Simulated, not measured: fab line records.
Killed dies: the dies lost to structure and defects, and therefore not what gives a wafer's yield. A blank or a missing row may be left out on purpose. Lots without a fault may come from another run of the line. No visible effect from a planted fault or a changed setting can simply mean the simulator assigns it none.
8D (eight disciplines) problem report, filled in by code + flow sky130 + the parts of the form that need people (team, actions taken, sign-off) are left out

== 1. WHAT WENT WRONG ==
At SKY_VT_ADJUST_NCORE_SOFTBAKE_03, heater_power_total_W averages 58.86 W over 2 wafers from 2 lots, while fault-free wafers read 56.60 W, standard deviation 0.049. That is +46 standard deviations from the usual mean.
The step: time 60 s.
Seen first at day 13 01:08 on litho_track-03, wafer L136.2. The record holds 40 wafers of 14 lots with a number at this step. By rule, "out" or "out of limits" means more than 4 standard deviations away from the usual mean. All remaining wafers that have a number are taken as sound.

== 2. WHAT IT IS, AND WHAT IT ISN'T ==
| question                    | is                                 | is not                                                                 |
|-----------------------------|------------------------------------|------------------------------------------------------------------------|
| which readings at this step | heater_power_total_W, run_length_s | -                                                                      |
| which lots                  | L136, L137                         | L120, L121, L122, L123, L124, L127, L128, L129, L130, L132, L133, L135 |
| which wafers of those lots  | L136.2, L137.3                     | L136.1, L137.5                                                         |
| read on which tools         | litho_track-03                     | litho_track-02, litho_track-04                                         |
| when                        | from day 13 01:08                  | up to then (37 sound wafers); but 1 sound wafer of L137 came after     |

== 3. WHAT RULES OUT EACH SUSPECT ==
Counting: if a tool at a process step up to the reading ran every lot that is out, it stays a suspect. Sound lots after the first of them don't rule it out here, since some wafers of a struck lot are sound.
- litho_track-03 at SKY_VT_ADJUST_NCORE_SOFTBAKE_03 (time 60 s): kept. It ran every lot that is out, first L136 (day 13 01:08); its last sound lot up to then is L132 (day 12 06:54). Its own readings are out on those wafers: heater_power_total_W, run_length_s.
After counting, what remains is litho_track-03 at SKY_VT_ADJUST_NCORE_SOFTBAKE_03.

== 4. THE CAUSE (what the simulator had put in) ==
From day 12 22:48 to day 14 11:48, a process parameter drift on litho_track-03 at SKY_VT_ADJUST_NCORE_SOFTBAKE_03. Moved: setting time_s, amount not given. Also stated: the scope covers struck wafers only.
This tool alone remained once counting was done.

== 5. THE EFFECT CHAIN, in route order ==
Each row: a reading whose mean over the struck wafers that have a number lies more than 3 standard deviations from the usual. Readings are gone through only where the record gives a usual standard deviation; hours: the median, over the lots, of the time from a lot's start at the first step in this table giving one to that lot's start at this step; sigmas: the change measured in usual standard deviations.
| hours | step                            | reading              | usual   | on struck wafers | change | sigmas |
|-------|---------------------------------|----------------------|---------|------------------|--------|--------|
| 0     | SKY_VT_ADJUST_NCORE_SOFTBAKE_03 | heater_power_total_W | 56.60 W | 58.86            | +2.26  | +46    |
| 0     | SKY_VT_ADJUST_NCORE_SOFTBAKE_03 | run_length_s         | 88.93 s | 81.93            | -7.00  | -30    |
Here are the process steps it includes:
- SKY_VT_ADJUST_NCORE_SOFTBAKE_03: time 60 s.

== 6. HOW IT WOULD HAVE BEEN CAUGHT EARLIER ==
In this record the first reading out of limits was taken at day 13 01:08, 2 hours after the fault began at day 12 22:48.
